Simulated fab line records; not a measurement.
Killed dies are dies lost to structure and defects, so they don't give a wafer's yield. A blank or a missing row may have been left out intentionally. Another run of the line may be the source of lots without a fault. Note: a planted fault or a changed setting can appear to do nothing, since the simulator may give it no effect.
Which tool is to blame? || flow sky130 || 14 lots, 42 wafers sampled, at 5 steps of a route of 708

## WHAT EACH GAUGE READ, for each wafer
SKY_DNWELL_TW_MEAS_09. Usual: DNWELL_TW typically reads 1094, with standard deviation 11.
{"lot": "L820", "measured": "day 3 15:52", "on": "film-metro-02", "DNWELL_TW": "1080 1082 1082", "flag": ""}
{"lot": "L822", "measured": "day 4 01:36", "on": "film-metro-01", "DNWELL_TW": "1093 1100 1091", "flag": ""}
{"lot": "L824", "measured": "day 4 06:23", "on": "film-metro-04", "DNWELL_TW": "1074 1086 1088", "flag": ""}
{"lot": "L825", "measured": "day 4 17:40", "on": "film-metro-01", "DNWELL_TW": "1109 1104 1106", "flag": ""}
{"lot": "L826", "measured": "day 4 23:20", "on": "film-metro-04", "DNWELL_TW": "1089 1090 1093", "flag": ""}
{"lot": "L828", "measured": "day 5 11:26", "on": "film-metro-04", "DNWELL_TW": "1091 1098 1093", "flag": ""}
{"lot": "L830", "measured": "day 5 18:37", "on": "film-metro-02", "DNWELL_TW": "1091 1091 1087", "flag": ""}
{"lot": "L831", "measured": "day 5 21:32", "on": "film-metro-01", "DNWELL_TW": "1108 1115 1109", "flag": ""}
{"lot": "L832", "measured": "day 6 01:34", "on": "film-metro-01", "DNWELL_TW": "1091 1099 1096", "flag": ""}
{"lot": "L833", "measured": "day 6 07:16", "on": "film-metro-01", "DNWELL_TW": "1105 1102 1104", "flag": ""}
{"lot": "L834", "measured": "day 6 12:40", "on": "film-metro-04", "DNWELL_TW": "1090 1098 1090", "flag": ""}
{"lot": "L835", "measured": "day 6 17:46", "on": "film-metro-04", "DNWELL_TW": "1088 1083 1084", "flag": ""}
{"lot": "L840", "measured": "day 7 21:13", "on": "film-metro-02", "DNWELL_TW": "1083 1076 1084", "flag": ""}
{"lot": "L842", "measured": "day 8 13:18", "on": "film-metro-02", "DNWELL_TW": "1092 1087 1089", "flag": ""}

SKY_NWELL_RS_MEAS_29: measurement is done with a four-point probe. Usual: NWELL_RS typically reads 625.0 ohm/sq, with standard deviation 1.8.
{"lot": "L820", "measured": "day 5 19:53", "on": "film-metro-04", "NWELL_RS (ohm/sq)": "627.1 627.1 626.7", "flag": ""}
{"lot": "L822", "measured": "day 6 05:47", "on": "film-metro-04", "NWELL_RS (ohm/sq)": "626.2 627.4 626.7", "flag": ""}
{"lot": "L824", "measured": "day 6 08:59", "on": "film-metro-01", "NWELL_RS (ohm/sq)": "623.1 622.2 623.1", "flag": ""}
{"lot": "L825", "measured": "day 7 00:32", "on": "film-metro-04", "NWELL_RS (ohm/sq)": "627.7 625.4 627.8", "flag": ""}
{"lot": "L826", "measured": "day 7 07:06", "on": "film-metro-01", "NWELL_RS (ohm/sq)": "624.8 624.2 624.8", "flag": ""}
{"lot": "L828", "measured": "day 7 18:45", "on": "film-metro-01", "NWELL_RS (ohm/sq)": "627.1 626.1 625.3", "flag": ""}
{"lot": "L830", "measured": "day 8 09:50", "on": "film-metro-02", "NWELL_RS (ohm/sq)": "624.1 623.7 622.4", "flag": ""}
{"lot": "L831", "measured": "day 8 10:43", "on": "film-metro-01", "NWELL_RS (ohm/sq)": "621.7 624.2 626.1", "flag": ""}
{"lot": "L832", "measured": "day 8 13:51", "on": "film-metro-04", "NWELL_RS (ohm/sq)": "623.7 622.9 623.6", "flag": ""}
{"lot": "L833", "measured": "day 8 18:50", "on": "film-metro-04", "NWELL_RS (ohm/sq)": "624.7 624.7 627.2", "flag": ""}
{"lot": "L834", "measured": "day 9 01:00", "on": "film-metro-04", "NWELL_RS (ohm/sq)": "622.8 622.6 620.1", "flag": ""}
{"lot": "L835", "measured": "day 9 14:44", "on": "film-metro-01", "NWELL_RS (ohm/sq)": "627.5 626.9 626.4", "flag": ""}
{"lot": "L840", "measured": "day 10 14:29", "on": "film-metro-04", "NWELL_RS (ohm/sq)": "625.1 627.2 626.3", "flag": ""}
{"lot": "L842", "measured": "day 11 08:22", "on": "film-metro-04", "NWELL_RS (ohm/sq)": "623.7 624.2 625.2", "flag": ""}

SKY_VT_ADJUST_LVTN_TW_MEAS_10. Usual: VT_ADJUST_LVTN_TW typically reads 240, with standard deviation 3.
{"lot": "L820", "measured": "day 7 15:13", "on": "film-metro-04", "VT_ADJUST_LVTN_TW": "237 237 238", "flag": ""}
{"lot": "L822", "measured": "day 7 19:52", "on": "film-metro-03", "VT_ADJUST_LVTN_TW": "243 244 244", "flag": ""}
{"lot": "L824", "measured": "day 8 01:04", "on": "film-metro-03", "VT_ADJUST_LVTN_TW": "244 243 244", "flag": ""}
{"lot": "L825", "measured": "day 8 16:23", "on": "film-metro-04", "VT_ADJUST_LVTN_TW": "236 235 236", "flag": ""}
{"lot": "L826", "measured": "day 9 00:18", "on": "film-metro-04", "VT_ADJUST_LVTN_TW": "239 238 240", "flag": ""}
{"lot": "L828", "measured": "day 9 13:18", "on": "film-metro-04", "VT_ADJUST_LVTN_TW": "241 238 239", "flag": ""}
{"lot": "L830", "measured": "day 10 05:41", "on": "film-metro-01", "VT_ADJUST_LVTN_TW": "240 239 240", "flag": ""}
{"lot": "L831", "measured": "day 10 06:59", "on": "film-metro-03", "VT_ADJUST_LVTN_TW": "245 244 245", "flag": ""}
{"lot": "L832", "measured": "day 10 09:49", "on": "film-metro-03", "VT_ADJUST_LVTN_TW": "246 244 244", "flag": ""}
{"lot": "L833", "measured": "day 10 15:52", "on": "film-metro-04", "VT_ADJUST_LVTN_TW": "238 239 238", "flag": ""}
{"lot": "L834", "measured": "day 10 21:10", "on": "film-metro-03", "VT_ADJUST_LVTN_TW": "30 30 30", "flag": "OFF"}
{"lot": "L835", "measured": "day 11 12:32", "on": "film-metro-01", "VT_ADJUST_LVTN_TW": "30 30 30", "flag": "OFF"}
{"lot": "L840", "measured": "day 12 14:43", "on": "film-metro-03", "VT_ADJUST_LVTN_TW": "243 243 241", "flag": ""}
{"lot": "L842", "measured": "day 13 09:38", "on": "film-metro-04", "VT_ADJUST_LVTN_TW": "239 238 238", "flag": ""}

SKY_VT_ADJUST_HVTR_CD_MEAS_07 targets a cd of 380 nm. Usual: 379.9 nm for cd-nm, sd 2.5.
{"lot": "L820", "measured": "day 10 06:29", "on": "cd-sem-01", "cd-nm (nm)": "380.0 382.1 380.6", "flag": ""}
{"lot": "L822", "measured": "day 10 11:24", "on": "cd-sem-01", "cd-nm (nm)": "374.5 376.7 379.0", "flag": ""}
{"lot": "L824", "measured": "day 10 18:05", "on": "cd-sem-02", "cd-nm (nm)": "382.3 381.4 381.5", "flag": ""}
{"lot": "L825", "measured": "day 11 09:44", "on": "cd-sem-02", "cd-nm (nm)": "383.6 381.3 381.3", "flag": ""}
{"lot": "L826", "measured": "day 11 19:03", "on": "cd-sem-02", "cd-nm (nm)": "382.8 379.4 379.4", "flag": ""}
{"lot": "L828", "measured": "day 12 10:27", "on": "cd-sem-01", "cd-nm (nm)": "378.6 381.8 378.4", "flag": ""}
{"lot": "L830", "measured": "day 13 06:05", "on": "cd-sem-01", "cd-nm (nm)": "383.0 382.9 382.1", "flag": ""}
{"lot": "L831", "measured": "day 13 06:48", "on": "cd-sem-02", "cd-nm (nm)": "378.0 380.2 380.8", "flag": ""}
{"lot": "L832", "measured": "day 13 09:55", "on": "cd-sem-01", "cd-nm (nm)": "382.8 379.8 380.4", "flag": ""}
{"lot": "L833", "measured": "day 13 17:59", "on": "cd-sem-01", "cd-nm (nm)": "379.0 378.6 377.5", "flag": ""}
{"lot": "L840", "measured": "day 15 20:16", "on": "cd-sem-01", "cd-nm (nm)": "383.4 382.7 381.3", "flag": ""}
{"lot": "L842", "measured": "day 16 18:35", "on": "cd-sem-01", "cd-nm (nm)": "374.5 376.5 377.1", "flag": ""}

## WHICH TOOL RAN EACH LOT (tool, then ch and the chambers of the sampled wafers, then the start)
{"lot": "L820", "SKY_VT_ADJUST_LVTN_IMPLANT_08": "implanter-04 ch 0, day 7 14:58"}
{"lot": "L822", "SKY_VT_ADJUST_LVTN_IMPLANT_08": "implanter-01 ch 0, day 7 19:38"}
{"lot": "L824", "SKY_VT_ADJUST_LVTN_IMPLANT_08": "implanter-04 ch 0, day 8 00:49"}
{"lot": "L825", "SKY_VT_ADJUST_LVTN_IMPLANT_08": "implanter-04 ch 0, day 8 16:08"}
{"lot": "L826", "SKY_VT_ADJUST_LVTN_IMPLANT_08": "implanter-01 ch 0, day 9 00:04"}
{"lot": "L828", "SKY_VT_ADJUST_LVTN_IMPLANT_08": "implanter-04 ch 0, day 9 13:04"}
{"lot": "L830", "SKY_VT_ADJUST_LVTN_IMPLANT_08": "implanter-04 ch 0, day 10 05:28"}
{"lot": "L831", "SKY_VT_ADJUST_LVTN_IMPLANT_08": "implanter-03 ch 0, day 10 06:46"}
{"lot": "L832", "SKY_VT_ADJUST_LVTN_IMPLANT_08": "implanter-01 ch 0, day 10 09:34"}
{"lot": "L833", "SKY_VT_ADJUST_LVTN_IMPLANT_08": "implanter-01 ch 0, day 10 15:37"}
{"lot": "L834", "SKY_VT_ADJUST_LVTN_IMPLANT_08": "implanter-04, day 10 20:55"}
{"lot": "L835", "SKY_VT_ADJUST_LVTN_IMPLANT_08": "implanter-01, day 11 12:17"}
{"lot": "L840", "SKY_VT_ADJUST_LVTN_IMPLANT_08": "implanter-01 ch 0, day 12 14:28"}
{"lot": "L842", "SKY_VT_ADJUST_LVTN_IMPLANT_08": "implanter-04 ch 0, day 13 09:24"}
- SKY_VT_ADJUST_LVTN_IMPLANT_08

## AS READ BY THE TOOLS THEMSELVES (means over the sampled wafers that have a number; for cases with no such wafer, the mark the record gives instead)
SKY_VT_ADJUST_LVTN_IMPLANT_08. Usual: beam-energy-keV 29.999, standard deviation 0.0088; beam-on-s 9.98 s, standard deviation 0.18.
{"lot": "L820", "tool": "implanter-04", "beam-energy-keV": 29.999, "beam-on-s (s)": 9.81, "flag": ""}
{"lot": "L822", "tool": "implanter-01", "beam-energy-keV": 29.993, "beam-on-s (s)": 10.06, "flag": ""}
{"lot": "L824", "tool": "implanter-04", "beam-energy-keV": 30.002, "beam-on-s (s)": 10.12, "flag": ""}
{"lot": "L825", "tool": "implanter-04", "beam-energy-keV": 30.000, "beam-on-s (s)": 9.96, "flag": ""}
{"lot": "L826", "tool": "implanter-01", "beam-energy-keV": 29.995, "beam-on-s (s)": 10.01, "flag": ""}
{"lot": "L828", "tool": "implanter-04", "beam-energy-keV": 29.999, "beam-on-s (s)": 9.96, "flag": ""}
{"lot": "L830", "tool": "implanter-04", "beam-energy-keV": 29.994, "beam-on-s (s)": 9.90, "flag": ""}
{"lot": "L831", "tool": "implanter-03", "beam-energy-keV": 30.009, "beam-on-s (s)": 10.09, "flag": ""}
{"lot": "L832", "tool": "implanter-01", "beam-energy-keV": 30.000, "beam-on-s (s)": 9.87, "flag": ""}
{"lot": "L833", "tool": "implanter-01", "beam-energy-keV": 30.010, "beam-on-s (s)": 9.98, "flag": ""}
{"lot": "L834", "tool": "implanter-04", "beam-energy-keV": "-", "beam-on-s (s)": "-", "flag": "OFF"}
{"lot": "L835", "tool": "implanter-01", "beam-energy-keV": "-", "beam-on-s (s)": "-", "flag": "OFF"}
{"lot": "L840", "tool": "implanter-01", "beam-energy-keV": 30.000, "beam-on-s (s)": 9.98, "flag": ""}
{"lot": "L842", "tool": "implanter-04", "beam-energy-keV": 30.011, "beam-on-s (s)": 9.74, "flag": ""}

## THE ANSWER, worked out from the rows above alone
Rule: take the mean of a lot's wafers that have a number; if it is more than 3 standard deviations from the usual mean, the lot is off. Also off: a lot with no number at a reading for which 4 or more lots have one. All remaining lots with rows at the step are treated as sound. First the gauges in route order, then the tools' own readings, where a lot's mean is used as printed above. The first step at which some lot is off is used, and at that step the reading that is off furthest; a lot without a number counts as furthest.
Off: at SKY_VT_ADJUST_LVTN_TW_MEAS_10 (VT_ADJUST_LVTN_TW), L834, L835.
If a tool, at a process step before that reading, ran all the lots that are off and no sound lot after the first of them, it fits. The gauges at SKY_VT_ADJUST_LVTN_TW_MEAS_10 aren't tried: what is off there is off at SKY_VT_ADJUST_LVTN_IMPLANT_08 too, on other tools, and a gauge's error can't cause that. Of those tried, none fits.

## WHAT THE SIMULATOR HAD PUT IN
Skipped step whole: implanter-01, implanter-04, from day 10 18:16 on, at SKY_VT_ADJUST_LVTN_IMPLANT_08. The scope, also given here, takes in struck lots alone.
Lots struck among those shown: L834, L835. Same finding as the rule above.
